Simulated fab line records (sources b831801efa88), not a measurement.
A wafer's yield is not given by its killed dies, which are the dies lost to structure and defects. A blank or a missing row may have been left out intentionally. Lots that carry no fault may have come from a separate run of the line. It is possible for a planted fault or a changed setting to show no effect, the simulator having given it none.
fab line records | flow sky130
[record] lots = 6 wafers = 18 last-day = 50
route steps=708 shown METAL2@497 VIA2@507 PAD_OPEN@708
lots that met no fault: from a run of the same line without faults
start-h: the number of hours between the record's first day and the start of the first shown wafer of the lot | wait-h: how many hours have passed since the lot's step before this one | " same as the row above | L1.1+2: several wafers, shown together as one row | - no value present, or no start provided | * or withheld: withheld | < > ~ a bound
route shown NAME@n: NAME is a module with steps in the file, n the number in the route of the first one | usual: the fault-free wafers' mean and standard deviation | same: alike in all rows | chamber/n: place in a boat | sites: per-site readings | _std_site: the values' standard deviation | _edge_site: inner sites' mean taken away from outer sites' mean | radius-mm: how far each site lies from the wafer's centre | mask NAME#n: copy n | behind: the last tool/chamber to shape the wafer | hold: why the lot went on hold/how many hours it stayed there/how the hold came to an end | device: whichever transistor did not switch (one of n, p or np) | end of line: at the end of the route, the tests of the same wafers | step lacking rows: just its recipe | killed: not the wafer's yield, but the dies lost to structure and defects at the first sort | map: per-die view of a wafer (x killed, . not killed, _ where there is no die)
set.NAME: the setting that was run; set.NAME@STEP: the one run at that earlier step | model.NAME: the simulator's own value behind a step, which no gauge read
lots at selected steps of the route; one table per step, one row per wafer
services: a tool's chamber out of use, with start hour (start-h, from the record's first day; less than 0 if before it), hours out, and reason
[[steps]]
[step SKY_METAL2_DEVELOP_14]
[recipe] develop-time-s = 60 resist = KrF-thick dev-temp-c = 21
[step SKY_METAL2_CD_MEAS_15]
[recipe] target-cd-nm = 140
[usual] cd-nm = 139.8/1.4
// columns lot.wafer tool chamber start-h wait-h cd-nm
L498.3 cd-sem-01 - 818.18 - 139.9
L498.4 " - " " 140.5
L498.5 " - " " 140.7
L500.1 cd-sem-02 - 837.51 - 138.5
L500.2 " - " " 138.2
L500.3 " - " " 139.0
L502.1 cd-sem-02 - 855.01 - 141.3
L502.2 " - " " 141.1
L502.4 " - " " 142.0
L513.1 cd-sem-02 - 926.74 - 141.3
L513.3 " - " " 140.2
L513.4 " - " " 138.7
L517.1 cd-sem-01 - 960.06 - 139.2
L517.4 " - " " 139.5
L517.6 " - " " 139.4
L521.1 cd-sem-01 - 992.24 - 139.5
L521.4 " - " " 140.2
L521.6 " - " " 139.3
[step SKY_METAL2_OVL_MEAS_16]
[usual] METAL2_OVL = 0/5.5
// columns lot.wafer tool chamber start-h wait-h METAL2_OVL[nm]
L498.3 overlay-02 - 818.27 0.1 0
L498.4 " - " " 7
L498.5 " - " " 1
L500.1 overlay-02 - 837.63 0.1 -5
L500.2 " - " " -5
L500.3 " - " " -5
L502.1 overlay-02 - 855.13 0.1 0
L502.2 " - " " 5
L502.4 " - " " 6
L513.1 overlay-01 - 926.86 0.1 3
L513.3 " - " " 2
L513.4 " - " " 6
L517.1 overlay-01 - 960.18 0.1 -11
L517.4 " - " " 5
L517.6 " - " " 5
L521.1 overlay-01 - 992.36 0.1 -4
L521.4 " - " " -5
L521.6 " - " " 3
[step SKY_METAL2_DESCUM_17]
[recipe] chemistry = O2 source-power-w = 150 bias-power-w = 0 pressure-mtorr = 10 temp-c = 40 time-s = 8
[usual] drypump-motor-current-A = 5.7/0.33 he-backside-leak-sccm = 3.3/0.3 oes-product-au = 0.999/0.014
// columns lot.wafer tool chamber start-h wait-h drypump-motor-current-A he-backside-leak-sccm oes-product-au rf-hours-counter-h
L498.3 rie-metal-01 0 818.31 0.0 5.3 3.2 1.002 -
L498.4 " 1 " " 6.0 3.1 0.976 -
L498.5 " 0 " " 5.4 3.4 1.025 -
L500.1 rie-metal-01 1 837.67 0.0 6.0 3.1 0.974 15
L500.2 " 0 " " 5.3 3.2 1.005 6
L500.3 " 1 " " 6.0 6.3 0.975 -
L502.1 rie-metal-02 1 855.17 0.0 5.3 3.2 0.989 3
L502.2 " 0 " " 5.9 3.5 1.016 6
L502.4 " 1 " " 5.3 3.3 0.984 -
L513.1 rie-metal-02 0 926.90 0.0 6.0 3.4 1.006 10
L513.3 " 1 " " 5.3 3.2 0.986 -
L513.4 " 0 " " 6.0 3.5 1.019 -
L517.1 rie-metal-02 1 960.22 0.0 5.3 3.4 0.981 8
L517.4 " 0 " " 6.0 3.4 1.007 -
L517.6 " 0 " " 6.0 3.5 1.002 -
L521.1 rie-metal-01 1 992.40 0.0 6.0 3.2 0.995 5
L521.4 " 1 " " 6.1 2.9 0.997 -
L521.6 " 1 " " 6.1 3.2 0.999 -
[step SKY_METAL2_ETCH_18]
[recipe] chemistry = N2/H2 target = BARC ion-energy-ev = 200 bias-w = 100 pressure-mtorr = 30 n2-flow-sccm = 100 h2-flow-sccm = 200 icp-w = 500 stop-on = SiO2 time-s = 45.9 target-depth-a = 600
[usual] drypump-motor-current-A = 5.7/0.34 h2-flow-sccm = 200.0/0.53 he-backside-leak-sccm = 3.3/0.33 n2-flow-sccm = 100.09/0.27 oes-product-au = 0.855/0.005 throttle-valve-pct = 13.225/0.0083
// columns lot.wafer tool chamber start-h wait-h drypump-motor-current-A h2-flow-sccm he-backside-leak-sccm n2-flow-sccm oes-product-au rf-hours-counter-h throttle-valve-pct
L498.3 rie-metal-01 0 818.35 0.0 5.4 198.9 3.2 100.26 0.851 - 13.231
L498.4 " 1 " " 6.1 200.0 3.3 100.25 0.842 - 13.238
L498.5 " 0 " " 5.4 199.7 3.2 99.83 0.861 - 13.231
L500.1 rie-metal-01 1 837.70 0.0 6.0 199.4 3.2 100.17 0.855 15 13.231
L500.2 " 0 " " 5.3 200.1 3.2 100.44 0.862 6 13.221
L500.3 " 1 " " 6.1 199.1 3.2 100.13 0.856 - 13.221
L502.1 rie-metal-02 1 855.20 0.0 5.3 200.7 3.2 100.29 0.848 3 13.224
L502.2 " 0 " " 5.9 200.7 3.4 99.97 0.848 6 13.231
L502.4 " 1 " " 5.3 200.3 3.2 99.92 0.851 - 13.232
L513.1 rie-metal-02 0 926.93 0.0 6.0 199.7 3.5 99.43 0.856 10 13.226
L513.3 " 1 " " 5.4 200.5 3.4 100.53 0.846 - 13.220
L513.4 " 0 " " 6.0 199.6 3.4 100.01 0.845 - 13.234
L517.1 rie-metal-02 1 960.25 0.0 5.3 200.1 3.5 100.17 0.860 8 13.233
L517.4 " 0 " " 6.0 199.3 3.4 100.32 0.859 - 13.218
L517.6 " 0 " " 6.0 199.1 5.0 100.78 0.863 - 13.233
L521.1 rie-metal-01 1 992.43 0.0 6.0 199.6 3.3 99.27 0.845 5 13.212
L521.4 " 1 " " 6.1 200.1 3.1 99.55 0.858 - 13.237
L521.6 " 1 " " 6.1 199.9 3.3 100.03 0.853 - 13.218
[step SKY_METAL2_METAL_ETCH_19]
[recipe] target-depth-a = 3600 stop-on = SiO2 over-etch-frac = 0.3 time-s = 78 chemistry = Cl2/BCl3 resist-sidewall-deg = 88 pressure-mtorr = 10 icp-w = 900 bias-w = 48.5 Cl2_flow_sccm = 60 bcl3-flow-sccm = 30
[usual] drypump-motor-current-A = 5.7/0.33 he-backside-leak-sccm = 3.3/0.31 oes-product-au = 0.854/0.0063 throttle-valve-pct = 22.263/0.0097
// columns lot.wafer tool chamber start-h wait-h drypump-motor-current-A he-backside-leak-sccm oes-product-au rf-hours-counter-h throttle-valve-pct
L498.3 rie-metal-01 0 818.42 0.1 5.4 3.3 0.859 - 22.276
L498.4 " 1 " " 6.0 3.1 0.857 - 22.267
L498.5 " 0 " " 5.3 3.2 0.847 - 22.252
L500.1 rie-metal-01 1 837.76 0.0 6.0 3.3 0.857 15 22.251
L500.2 " 0 " " 5.3 3.3 0.845 6 22.274
L500.3 " 1 " " 6.0 3.4 0.860 - 22.282
L502.1 rie-metal-02 1 855.26 0.0 5.3 3.5 0.857 3 22.266
L502.2 " 0 " " 5.9 3.6 0.856 6 22.243
L502.4 " 1 " " 5.3 3.5 0.857 - 22.266
L513.1 rie-metal-02 0 926.99 0.0 6.0 3.6 0.854 10 22.271
L513.3 " 1 " " 5.3 3.3 0.859 - 22.252
L513.4 " 0 " " 5.9 3.5 0.868 - 22.267
L517.1 rie-metal-02 1 960.31 0.0 5.3 3.3 0.858 8 22.271
L517.4 " 0 " " 5.9 3.4 0.857 - 22.265
L517.6 " 0 " " 5.9 3.5 0.856 - 22.263
L521.1 rie-metal-01 1 992.49 0.0 6.0 3.1 0.862 5 22.275
L521.4 " 1 " " 6.0 2.8 0.857 - 22.259
L521.6 " 1 " " 6.0 3.1 0.851 - 22.256
[step SKY_METAL2_STRIP_20]
[recipe] chemistry = O2/N2 power-w = 1400 pressure-mtorr = 1500 platen-temp-c = withheld o2-flow-sccm = 3000 n2-flow-sccm = 300 overash-fraction = 0.5
[usual] drypump-motor-current-A = 6.2/0.58 n2-flow-sccm = 300.0/0.86 oes-product-au = 0.343/0.0052 strip-time-to-endpoint-s = 2.71/0.067
// columns lot.wafer tool chamber start-h wait-h drypump-motor-current-A n2-flow-sccm oes-product-au rf-hours-counter-h strip-time-to-endpoint-s
L498.3 plasma-asher-01 0 818.51 0.1 5.9 298.8 0.345 - 2.64
L498.4 " 1 " " 6.7 300.8 0.341 - 2.81
L498.5 " 1 " " 6.6 300.4 0.338 - 2.63
L500.1 plasma-asher-04 1 837.85 0.1 4.8 301.4 0.348 67 2.83
L500.2 " 0 " " 6.3 301.8 0.350 67 2.66
L500.3 " 0 " " 6.3 300.3 0.349 - 2.85
L502.1 plasma-asher-03 1 855.35 0.1 6.7 300.4 0.347 11 2.77
L502.2 " 0 " " 6.4 300.9 0.340 11 2.62
L502.4 " 1 " " 6.7 300.2 0.345 - 2.75
L513.1 plasma-asher-01 0 927.08 0.1 5.9 299.9 0.338 55 2.64
L513.3 " 0 " " 5.9 300.5 0.345 - 2.76
L513.4 " 1 " " 6.6 300.6 0.343 - 2.64
L517.1 plasma-asher-03 1 960.40 0.1 6.7 298.2 0.352 23 2.75
L517.4 " 0 " " 6.5 299.2 0.336 - 2.65
L517.6 " 1 " " 6.7 299.2 0.343 - 2.67
L521.1 plasma-asher-01 0 992.58 0.1 5.9 299.0 0.344 63 2.73
L521.4 " 0 " " 5.9 298.1 0.346 - 2.70
L521.6 " 1 " " 6.7 301.2 0.344 - 2.71
[step SKY_METAL2_STRIP_21]
[recipe] chemistry = post-etch-residue-remover time-s = 1200 temp-c = 72.5
[step SKY_METAL2_CLEAN_22]
[recipe] chemistry = IPA time-s = 180 temp-c = 25
[step SKY_METAL2_CLEAN_23]
[recipe] chemistry = O3/DIW dry = n2-spin
[step SKY_VIA2_HDPCVD_00]
[recipe] material = SiO2 target-thk-nm = 1180 sigma-open-frac = 0.3 time-s = 196.7 temp-c = 400 sih4-flow-sccm = 60 pressure-mtorr = 6
[step SKY_VIA2_THK_MEAS_01]
[recipe] reads = SiO2_of_VIA2_HDPCVD_00
[usual] VIA2_HDPCVD_THK = 1179/14
// columns lot.wafer tool chamber start-h wait-h VIA2_HDPCVD_THK[nm]
L498.3 film-metro-01 - 819.26 0.1 1177
L498.4 " - " " 1178
L498.5 " - " " 1190
L500.1 film-metro-02 - 838.57 0.1 1148
L500.2 " - " " 1149
L500.3 " - " " 1173
L502.1 film-metro-03 - 856.07 0.1 1177
L502.2 " - " " 1194
L502.4 " - " " 1179
L513.1 film-metro-03 - 927.86 0.1 1204
L513.3 " - " " 1200
L513.4 " - " " 1182
L517.1 film-metro-02 - 961.18 0.1 1169
L517.4 " - " " 1172
L517.6 " - " " 1174
L521.1 film-metro-03 - 993.33 0.1 1173
L521.4 " - " " 1159
L521.6 " - " " 1175
[step SKY_VIA2_CMP_02]
[recipe] material = SiO2 down-force-psi = 4 platen-rpm = 60 pad-velocity-m-s = 0.94248
[usual] motor-current-A = 11.8/1.3 platen-rpm = 60.00/0.041
// columns lot.wafer tool chamber start-h wait-h motor-current-A platen-rpm
L498.3 cmp-02 2 819.35 0.1 13.5 60.03
L498.4 " 3 " " 12.5 59.97
L498.5 " 1 " " 12.1 60.06
L500.1 cmp-01 2 838.63 0.1 12.0 60.03
L500.2 " 3 " " 11.2 59.98
L500.3 " 0 " " 10.8 60.02
L502.4 cmp-02 3 856.13 0.0 12.7 60.03
L502.1 " 1 " " 13.0 60.00
L502.2 " 2 " " 13.3 60.03
L513.3 cmp-01 3 927.92 0.0 10.8 60.01
L513.4 " 1 " " 12.9 60.03
L513.1 " 2 " " 13.2 59.94
L517.1 cmp-02 1 961.29 0.1 12.5 53.98
L517.4 " 3 " " 12.3 60.03
L517.6 " 1 " " 13.4 54.03
L521.1 cmp-02 1 993.44 0.1 12.6 54.00
L521.4 " 2 " " 13.9 59.96
L521.6 " 0 " " 9.3 60.03
[step SKY_VIA2_BOW_MEAS_03]
[recipe] mode = bow
[usual] VIA2_BOW = 87/7.6
// columns lot.wafer tool chamber start-h wait-h VIA2_BOW[um]
L498.3 film-metro-03 - 819.64 0.2 84
L498.4 " - " " 85
L498.5 " - " " 93
L500.1 film-metro-03 - 838.93 0.2 87
L500.2 " - " " 82
L500.3 " - " " 81
L502.1 film-metro-03 - 856.43 0.1 105
L502.2 " - " " 98
L502.4 " - " " 83
L513.1 film-metro-02 - 928.22 0.1 66
L513.3 " - " " 74
L513.4 " - " " 75
L517.1 film-metro-02 - 961.54 0.2 89
L517.4 " - " " 82
L517.6 " - " " 91
L521.1 film-metro-03 - 993.69 0.2 91
L521.4 " - " " 97
L521.6 " - " " 97
[step SKY_PAD_OPEN_PROBE_99]
[usual] defect-limited-yield = 82.9/2.2 killed_at_M0_to_M3 = 42/7 killed_at_M4_up = 2.8/1.8 killed-at-contacts = 24/5.8 killed-at-front-end = 15/4.8 killed-at-other = 0.3/0.56 killed-dies = 84/11 killed-open = 46/7.8 killed-short = 38/6.3 sort_bin_3_pad_short = 0.8/0.43 sort_bin_5_function = 10.2/1.6 sort_bin_6_memory = 6.0/1.1 sort-n-pass = 408/11 sort-yield-pct = 82.9/2.2
[same] gross-dies = 492 killed-at-back-side = 0 sort_bin_4_leakage[%] = 0 sort_bin_8_speed[%] = 0
// columns lot.wafer tool chamber start-h wait-h defect-limited-yield[%] killed_at_M0_to_M3 killed_at_M4_up killed-at-contacts killed-at-front-end killed-at-other killed-dies killed-open killed-short sort_bin_3_pad_short[%] sort_bin_5_function[%] sort_bin_6_memory[%] sort-n-pass sort-yield-pct[%]
L498.3 prober-01 - 1074.45 0.2 81.3 51 3 21 17 0 92 53 39 1.2 11.0 6.5 400 81.3
L498.4 prober-01 - 1074.50 0.2 86.8 33 0 18 13 1 65 36 29 0.6 8.1 4.5 427 86.8
L498.5 prober-01 - 1074.55 0.2 84.8 35 1 30 9 0 75 35 40 1.0 8.7 5.5 417 84.8
L500.1 prober-01 - 1090.82 0.1 83.3 46 3 19 13 1 82 47 35 0.6 8.3 7.7 410 83.3
L500.2 prober-01 - 1090.87 0.1 80.9 47 1 21 25 0 94 48 46 1.0 12.0 6.1 398 80.9
L500.3 prober-01 - 1090.92 0.2 84.8 38 2 21 13 1 75 40 35 0.8 8.3 6.1 417 84.8
L521.1 prober-02 - 1203.40 0.1 83.3 33 4 35 10 0 82 42 40 0.6 10.0 6.1 410 83.3
L521.4 prober-02 - 1203.55 0.2 88.6 29 0 21 6 0 56 33 23 0.4 6.5 4.5 436 88.6
L521.6 prober-02 - 1203.65 0.2 85.2 38 5 24 6 0 73 34 39 0.8 8.7 5.3 419 85.2
// killed by level:class
L498.3 VIA1:geometric-particle:open=14 VIA1:geometric-particle:short=8 METAL2:geometric-particle:short=8 VIA3:geometric-particle:open=7 LI_CONTACT:geometric-particle:open=6 FIELD_ISO:geometric-particle:short=5 LOCAL_INTERCONNECT:geometric-particle:short=5 CONTACT:geometric-particle:open=5
L498.4 VIA1:geometric-particle:open=9 VIA2:geometric-particle:open=6 FIELD_ISO:geometric-particle:short=5 LI_CONTACT:geometric-particle:open=5 CONTACT:geometric-particle:open=5 VIA1:geometric-particle:short=5 LOCAL_INTERCONNECT:geometric-particle:short=4 FIELD_ISO:geometric-particle:open=3
L498.5 LI_CONTACT:geometric-particle:open=9 METAL2:geometric-particle:short=9 CONTACT:geometric-particle:open=8 VIA1:geometric-particle:open=6 FIELD_ISO:geometric-particle:short=4 LI_CONTACT:geometric-particle:short=4 CONTACT:geometric-particle:short=4 VIA1:geometric-particle:short=4
L500.1 VIA2:geometric-particle:open=12 VIA1:geometric-particle:open=10 METAL1:geometric-particle:short=7 LI_CONTACT:geometric-particle:open=7 CONTACT:geometric-particle:open=7 FIELD_ISO:geometric-particle:short=6 METAL2:geometric-particle:short=5 VIA3:geometric-particle:open=4
L500.2 VIA1:geometric-particle:open=10 FIELD_ISO:geometric-particle:open=7 VIA2:geometric-particle:open=7 FIELD_ISO:geometric-particle:short=6 METAL2:geometric-particle:short=6 CONTACT:geometric-particle:short=6 LI_CONTACT:geometric-particle:open=5 VIA3:geometric-particle:short=5
L500.3 VIA3:geometric-particle:open=12 CONTACT:geometric-particle:open=7 CONTACT:geometric-particle:short=7 FIELD_ISO:geometric-particle:short=5 LI_CONTACT:geometric-particle:open=5 METAL2:geometric-particle:short=5 FIELD_ISO:geometric-particle:open=4 VIA1:geometric-particle:short=4
L521.1 CONTACT:geometric-particle:open=11 LI_CONTACT:geometric-particle:open=9 VIA1:geometric-particle:open=7 VIA2:geometric-particle:open=6 METAL2:geometric-particle:short=6 LI_CONTACT:geometric-particle:short=5 CONTACT:geometric-particle:short=5 LOCAL_INTERCONNECT:geometric-particle:short=4
L521.4 LI_CONTACT:geometric-particle:open=8 VIA3:geometric-particle:open=5 CONTACT:geometric-particle:open=5 VIA2:geometric-particle:open=4 FIELD_ISO:geometric-particle:open=3 METAL2:geometric-particle:open=3 LOCAL_INTERCONNECT:geometric-particle:short=3 VIA1:geometric-particle:short=3
L521.6 CONTACT:geometric-particle:open=9 LI_CONTACT:geometric-particle:open=6 METAL2:geometric-particle:short=6 LI_CONTACT:geometric-particle:short=5 VIA2:geometric-particle:open=5 VIA1:geometric-particle:short=5 VIA1:geometric-particle:open=4 METAL1:geometric-particle:short=4
[[services]]
// columns tool chamber start-h hours kind
rie-metal-01 0 795.13 8.4 repair
cmp-01 - 797.44 0.8 repair
cmp-01 - 804.26 29.0 repair
plasma-asher-03 - 806.11 4.6 repair
rie-metal-02 - 819.87 4.3 pm
cmp-01 - 822.05 5.3 repair
plasma-asher-04 - 822.80 3.4 repair
cmp-02 - 850.26 5.0 pm
rie-metal-01 1 852.08 - clean
rie-metal-01 1 852.08 20.0 scheduled-down
rie-metal-01 1 852.08 20.0 vent-cycle
plasma-asher-01 - 860.48 1.4 repair
cmp-01 - 869.18 3.9 pm
cmp-02 - 873.09 6.1 pm
plasma-asher-01 - 875.32 1.2 repair
rie-metal-02 - 875.61 0.7 repair
cmp-02 - 912.26 4.0 pm
cmp-02 - 916.26 - consumable-replace:conditioner
cmp-02 - 916.26 - consumable-replace:pad
cmp-01 - 938.92 1.6 repair
plasma-asher-04 - 946.41 72.2 repair
cmp-01 - 950.98 0.6 repair
rie-metal-01 - 967.93 4.3 pm
cmp-02 - 989.11 1.9 repair
[[key]]
[first-sign] step = SKY_VIA2_CMP_02 reading = platen-rpm direction = down sigmas = 99+ usual = 60.00 struck = 54.00
effect none on later readings
met-at SKY_VIA2_CMP_02
struck-wafers L517.1,L517.6,L521.1
onset-between 856.13 961.29
[fault] kind = process-parameter-drift tool = cmp-02 chamber = 1 onset-h = 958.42 steps = SKY_VIA2_CMP_02 channel = platen-rpm offset = -6 shape = step end-h = 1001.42 acts-in = these-recipes-only stated = 60
